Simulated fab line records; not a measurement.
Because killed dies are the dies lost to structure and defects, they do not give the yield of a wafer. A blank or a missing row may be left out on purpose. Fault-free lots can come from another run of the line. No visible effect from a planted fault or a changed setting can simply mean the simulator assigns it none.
fab line records -- flow gf180mcu
record lots=6, wafers=18, last_day=34
route steps=602 shown V3@430
lots with no fault: from the same line, run without faults
start_h: hours from the record's first day to the start of the lot's first wafer shown -- wait_h: time in hours since the lot's previous step -- " as in the row above -- L1.1+2: one row covering several wafers at once -- - no value, or no start given -- * or withheld: withheld -- < > ~ a bound
route shown NAME@n: a module of which the file shows steps, and the number in the route of the first -- usual: mean/standard deviation of fault-free wafers -- same: alike in all rows -- chamber/n: place in a boat -- sites: the reading at each site -- _std_site: the standard deviation of these -- _edge_site: mean of outer sites minus mean of inner sites -- radius_mm: how far each site lies from the wafer's centre -- mask NAME#n: copy n -- behind: the tool/chamber that last shaped the wafer -- hold: cause of the lot's hold/its duration in hours/its outcome -- device: names the non-switching transistor (n, p or np) -- end of line: the tests these same wafers got at the end of their route -- a step with no rows: only its recipe -- killed: the dies lost at the first sort to structure and to defects; this is not the yield of the wafer -- map: per-die view of a wafer (x killed, . not killed, _ where there is no die)
set.NAME: the setting that was run; set.NAME@STEP: the one run at that earlier step -- model.NAME: the simulator's own value behind a step, which no gauge read
lots at some steps of the route; a table a step, a row a wafer
services: from which hour (start_h, from the record's first day; less than 0 if before it) a tool's chamber was out of use, for how many hours, and why
## steps
# step GF_V3_THK_MEAS_01
# recipe reads=SiO2_of_V3_CVD_00
# usual V3_CVD_00_THK=601/6.8
lot.wafer,tool,chamber,start_h,wait_h,V3_CVD_00_THK[nm]
L939.2,film_metro-02,-,565.00,0.0,603
L939.3,film_metro-02,-,565.00,0.0,589
L939.4,film_metro-02,-,565.00,0.0,610
L940.1,film_metro-01,-,573.24,0.0,597
L940.3,film_metro-01,-,573.24,0.0,611
L940.5,film_metro-01,-,573.24,0.0,611
L943.1,film_metro-01,-,598.28,0.0,596
L943.3,film_metro-01,-,598.28,0.0,602
L943.6,film_metro-01,-,598.28,0.0,608
L946.4,film_metro-03,-,623.91,0.0,609
L946.5,film_metro-03,-,623.91,0.0,598
L946.6,film_metro-03,-,623.91,0.0,592
L948.2,film_metro-03,-,637.95,0.0,602
L948.4,film_metro-03,-,637.95,0.0,595
L948.5,film_metro-03,-,637.95,0.0,611
L951.2,film_metro-02,-,653.07,0.0,609
L951.4,film_metro-02,-,653.07,0.0,597
L951.5,film_metro-02,-,653.07,0.0,607
# step GF_V3_CVD_02
# recipe material=SiO2, target_thk_nm=850, precursor=TEOS, temp_c=400, time_s=94.851, rf_w=600
# usual heater_power_w=626/84, rf_fwd_power_W=596.7/2.1
lot.wafer,tool,chamber,start_h,wait_h,heater_power_w,rf_fwd_power_W
L939.2,pecvd-03,0,565.05,0.0,620,600.4
L939.3,pecvd-03,1,565.05,0.0,549,593.4
L939.4,pecvd-03,0,565.05,0.0,670,597.4
L940.1,pecvd-04,1,573.30,0.1,656,594.5
L940.3,pecvd-04,2,573.30,0.1,728,601.4
L940.5,pecvd-04,0,573.30,0.1,583,596.6
L943.1,pecvd-02,1,598.34,0.1,445,596.8
L943.3,pecvd-02,0,598.34,0.1,717,598.6
L943.6,pecvd-02,0,598.34,0.1,756,598.5
L946.4,pecvd-02,2,623.98,0.1,650,599.3
L946.5,pecvd-02,1,623.98,0.1,570,600.5
L946.6,pecvd-02,0,623.98,0.1,762,593.6
L948.2,pecvd-03,0,638.00,0.0,672,596.8
L948.4,pecvd-03,1,638.00,0.0,548,593.5
L948.5,pecvd-03,2,638.00,0.0,549,593.2
L951.2,pecvd-02,2,653.12,0.0,728,595.0
L951.4,pecvd-02,0,653.12,0.0,716,598.7
L951.5,pecvd-02,2,653.12,0.0,571,594.6
# step GF_V3_THK_MEAS_03
# recipe reads=SiO2_of_V3_CVD_02
# usual V3_CVD_02_THK=848/13
lot.wafer,tool,chamber,start_h,wait_h,V3_CVD_02_THK[nm]
L939.2,film_metro-02,-,565.13,0.0,843
L939.3,film_metro-02,-,565.13,0.0,823
L939.4,film_metro-02,-,565.13,0.0,851
L940.1,film_metro-02,-,573.37,0.0,840
L940.3,film_metro-02,-,573.37,0.0,857
L940.5,film_metro-02,-,573.37,0.0,854
L943.1,film_metro-02,-,598.40,0.0,844
L943.3,film_metro-02,-,598.40,0.0,853
L943.6,film_metro-02,-,598.40,0.0,872
L946.4,film_metro-02,-,624.04,0.0,853
L946.5,film_metro-02,-,624.04,0.0,848
L946.6,film_metro-02,-,624.04,0.0,848
L948.2,film_metro-01,-,638.08,0.0,842
L948.4,film_metro-01,-,638.08,0.0,850
L948.5,film_metro-01,-,638.08,0.0,833
L951.2,film_metro-02,-,653.21,0.1,857
L951.4,film_metro-02,-,653.21,0.1,854
L951.5,film_metro-02,-,653.21,0.1,864
# step GF_V3_CMP_04
# recipe material=SiO2, down_force_psi=4, platen_rpm=60, pad_velocity_m_s=0.94248
# usual motor_current_A=11.7/1.5, retaining_ring_pressure_frac=0.999/0.005, time_to_endpoint_s=80/5.9
lot.wafer,tool,chamber,start_h,wait_h,motor_current_A,retaining_ring_pressure_frac,time_to_endpoint_s
L939.3,cmp-02,2,565.18,0.0,13.7,1.000,68
L939.2,cmp-02,0,565.18,0.0,10.6,0.995,72
L939.4,cmp-02,1,565.18,0.0,11.8,0.996,74
L940.3,cmp-01,1,577.16,3.8,10.3,1.004,78
L940.1,cmp-01,2,577.16,3.8,10.7,1.005,76
L940.5,cmp-01,0,577.16,3.8,11.4,1.001,81
L943.3,cmp-01,0,598.46,0.0,11.6,0.998,83
L943.1,cmp-01,3,598.46,0.0,11.9,0.998,72
L943.6,cmp-01,1,598.46,0.0,10.0,0.992,83
L946.4,cmp-01,0,624.22,0.2,11.5,0.999,85
L946.5,cmp-01,1,624.22,0.2,10.6,0.998,77
L946.6,cmp-01,2,624.22,0.2,10.9,1.000,82
L948.4,cmp-01,2,638.23,0.1,11.2,0.996,84
L948.2,cmp-01,3,638.23,0.1,11.5,0.999,72
L948.5,cmp-01,0,638.23,0.1,11.5,1.005,80
L951.4,cmp-01,2,653.31,0.1,10.9,0.999,87
L951.2,cmp-01,3,653.31,0.1,11.3,0.998,85
L951.5,cmp-01,1,653.31,0.1,9.8,0.997,88
# step GF_V3_BOW_MEAS_05
# recipe mode=bow
# usual V3_BOW=114/8.7
lot.wafer,tool,chamber,start_h,wait_h,V3_BOW[um]
L939.2,film_metro-02,-,565.50,0.2,107
L939.3,film_metro-02,-,565.50,0.2,102
L939.4,film_metro-02,-,565.50,0.2,119
L940.1,film_metro-03,-,577.36,0.1,108
L940.3,film_metro-03,-,577.36,0.1,98
L940.5,film_metro-03,-,577.36,0.1,102
L943.1,film_metro-03,-,598.76,0.1,112
L943.3,film_metro-03,-,598.76,0.1,120
L943.6,film_metro-03,-,598.76,0.1,121
L946.4,film_metro-02,-,624.43,0.2,110
L946.5,film_metro-02,-,624.43,0.2,117
L946.6,film_metro-02,-,624.43,0.2,101
L948.2,film_metro-03,-,638.45,0.1,115
L948.4,film_metro-03,-,638.45,0.1,118
L948.5,film_metro-03,-,638.45,0.1,128
L951.2,film_metro-01,-,653.58,0.2,117
L951.4,film_metro-01,-,653.58,0.2,123
L951.5,film_metro-01,-,653.58,0.2,122
# step GF_V3_DEHYDRATE_06
# recipe temp_c=200, time_s=60
# step GF_V3_HMDS_07
# recipe prime_time_s=60, prime_temp_c=120
# step GF_V3_COAT_08
# recipe resist=BARC, temp_c=withheld, time_s=withheld, spin_rpm=withheld, resist_thk_nm=withheld
# step GF_V3_COAT_09
# recipe resist=KrF, spin_rpm=withheld, resist_thk_nm=1000
# step GF_V3_SOFTBAKE_10
# recipe temp_c=130, time_s=60, resist=KrF
# step GF_V3_EXPOSE_11
# recipe mask_id=Via3, target_cd_nm=260, na=0.68, source_shape=conventional, sigma_outer=0.6, dose_mj=38
# step GF_V3_PEB_12
# recipe peb_temp_c=135, peb_time_s=90, resist=KrF
# step GF_V3_DEVELOP_13
# recipe develop_time_s=60, resist=KrF, dev_temp_c=21
# usual chill_plate_temp_C=23.00/0.11, develop_time_s=60/0, exhaust_pa=44.9/1
lot.wafer,tool,chamber,start_h,wait_h,chill_plate_temp_C,develop_time_s,exhaust_pa,model.KrF_of_V3_COAT_09.thk_nm
L939.2,litho_track-01,-,586.17,0.2,-,-,-,1004
L939.3,litho_track-01,-,586.17,0.2,-,-,-,1003
L939.4,litho_track-01,-,586.17,0.2,-,-,-,1002
L940.1,litho_track-02,-,598.14,0.2,-,-,-,998.8
L940.3,litho_track-02,-,598.14,0.2,-,-,-,999.3
L940.5,litho_track-02,-,598.14,0.2,-,-,-,999.8
L943.1,litho_track-01,0,619.40,0.2,22.87,60,45.5,986.4
L943.3,litho_track-01,0,619.40,0.2,22.95,60,43.3,988.3
L943.6,litho_track-01,0,619.40,0.2,22.99,60,45.1,985.2
L946.4,litho_track-02,0,644.12,0.1,23.16,60,44.2,986.9
L946.5,litho_track-02,0,644.12,0.1,23.15,60,44.7,988.6
L946.6,litho_track-02,0,644.12,0.1,23.07,60,43.5,990.6
L948.2,litho_track-03,0,658.34,0.2,23.06,60,44.6,984.9
L948.4,litho_track-03,0,658.34,0.2,23.14,60,44.1,987.3
L948.5,litho_track-03,0,658.34,0.2,23.08,60,44.6,985.3
L951.2,litho_track-02,0,672.52,0.2,23.07,60,46.4,980.4
L951.4,litho_track-02,0,672.52,0.2,23.02,60,46.6,983.6
L951.5,litho_track-02,0,672.52,0.2,23.11,60,46.1,981.5
# step GF_V3_CD_MEAS_14
# recipe target_cd_nm=260
# usual cd_nm=260.0/1.5
lot.wafer,tool,chamber,start_h,wait_h,cd_nm
L939.2,cd_sem-02,-,586.32,0.1,-
L939.3,cd_sem-02,-,586.32,0.1,-
L939.4,cd_sem-02,-,586.32,0.1,-
L940.1,cd_sem-02,-,598.29,0.1,-
L940.3,cd_sem-02,-,598.29,0.1,-
L940.5,cd_sem-02,-,598.29,0.1,-
L943.1,cd_sem-01,-,619.55,0.1,256.8
L943.3,cd_sem-01,-,619.55,0.1,257.1
L943.6,cd_sem-01,-,619.55,0.1,258.0
L946.4,cd_sem-01,-,644.25,0.1,257.9
L946.5,cd_sem-01,-,644.25,0.1,258.5
L946.6,cd_sem-01,-,644.25,0.1,258.7
L948.2,cd_sem-01,-,658.48,0.1,257.1
L948.4,cd_sem-01,-,658.48,0.1,258.8
L948.5,cd_sem-01,-,658.48,0.1,257.9
L951.2,cd_sem-01,-,672.66,0.1,259.6
L951.4,cd_sem-01,-,672.66,0.1,260.1
L951.5,cd_sem-01,-,672.66,0.1,259.3
## services
tool,chamber,start_h,hours,kind
cmp-01,-,550.38,5.1,repair
cmp-02,-,561.07,4.1,repair
pecvd-04,-,565.38,0.9,repair
cmp-01,-,572.16,4.0,pm
cmp-01,-,576.16,-,consumable_replace:conditioner
cmp-01,-,576.16,-,consumable_replace:pad
cmp-02,-,578.56,0.9,repair
cmp-01,-,588.67,0.7,repair
cmp-02,-,590.41,0.7,repair
pecvd-04,-,591.15,14.0,pm
pecvd-04,0,591.15,14.0,vent_cycle
pecvd-04,1,591.15,14.0,vent_cycle
pecvd-04,2,591.15,14.0,vent_cycle
pecvd-04,0,605.15,-,clean
pecvd-04,1,605.15,-,clean
pecvd-04,2,605.15,-,clean
pecvd-03,-,634.16,2.1,repair
pecvd-04,0,638.28,8.8,repair
cmp-01,-,643.19,2.5,repair
pecvd-02,-,663.93,0.3,repair
## key
first_sign step=GF_V3_DEVELOP_13, reading=tool_record, direction=missing
effect none on later readings
model_effect step=GF_V3_DEVELOP_13, value=KrF_of_V3_COAT_09.thk_nm, without=986.2, struck=1001
met_at GF_V3_DEVELOP_13
struck_wafers L939.2,L939.3,L939.4,L940.1,L940.3,L940.5
later_rows_left_out L939.2,L939.3,L939.4,L940.1,L940.3,L940.5
sort_left_out L939.2,L939.3,L939.4,L940.1,L940.3,L940.5
fault kind=skipped_step_whole, tool=litho_track-01,litho_track-02, chamber=-, onset_h=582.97, steps=GF_V3_DEVELOP_13, scope=struck_lots_only
# sort_left_out: the simulated sort isn't trusted on such a fault, so these wafers' sort isn't shown, and their yield isn't known
# later_rows_left_out: the simulator's readings of these wafers behind a module that went badly wrong aren't trusted and aren't shown, but for the sort
